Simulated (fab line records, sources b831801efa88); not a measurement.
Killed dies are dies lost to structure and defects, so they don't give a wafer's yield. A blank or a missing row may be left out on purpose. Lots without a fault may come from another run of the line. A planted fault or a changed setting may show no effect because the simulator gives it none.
One fault seen from 2 desks | flow gf180mcu | each desk has only its own numbers; what lay behind them comes last

THE TOOL OWNER'S DESK: furnace-02
The tool's own readings at GF_DUAL_GATE_OXIDATION_15 (stabilise 600 s, purge 300 s, target thk 7.098 nm): means of the sampled wafers that have a number, for each lot that ran on this tool. A lot is out of limits, marked OUT, if its mean lies more than 4 standard deviations from the usual mean; the brackets give that distance.
Columns: A = zone_power_bottom_pct at GF_DUAL_GATE_OXIDATION_15, usual 24.89 %; B = zone_power_centre_pct at GF_DUAL_GATE_OXIDATION_15, usual 16.00 %
lot  | first seen here | A     | B
L901 | day 8 11:23     | 24.91 | 16.21
L914 | day 12 08:58    | 24.93 | 16.10
L916 | day 12 20:43    | 24.92 | 16.24
This desk's finding: nothing out of limits on any of the 3 lots.

THE METROLOGY DESK
What the gauges read, lot by lot, whatever tool the lot ran on: means of the sampled wafers that have a number. A lot is out of limits, marked OUT, if its mean lies more than 4 standard deviations from the usual mean; the brackets give that distance.
Columns: A = DUAL_GATE_OXIDATION_00_THK at GF_DUAL_GATE_THK_MEAS_03, usual 10.77 nm; B = DUAL_GATE_OVL at GF_DUAL_GATE_OVL_MEAS_11, usual 0.2 nm
lot  | first seen here | A     | B
L901 | day 7 18:58     | 10.61 | 0.1
L902 | day 7 23:58     | 10.73 | 0.6
L914 | day 11 13:26    | 10.76 | -1.6
L916 | day 12 00:33    | 10.63 | 1.1
L918 | day 12 14:22    | 11.20 | 0.4
L919 | day 12 20:29    | 10.47 | 0.1
This desk's finding: nothing out of limits on any of the 6 lots.

PUT TOGETHER
The tool owner's desk saw nothing out of limits.
The metrology desk saw nothing out of limits.

WHAT THE SIMULATOR HAD PUT IN
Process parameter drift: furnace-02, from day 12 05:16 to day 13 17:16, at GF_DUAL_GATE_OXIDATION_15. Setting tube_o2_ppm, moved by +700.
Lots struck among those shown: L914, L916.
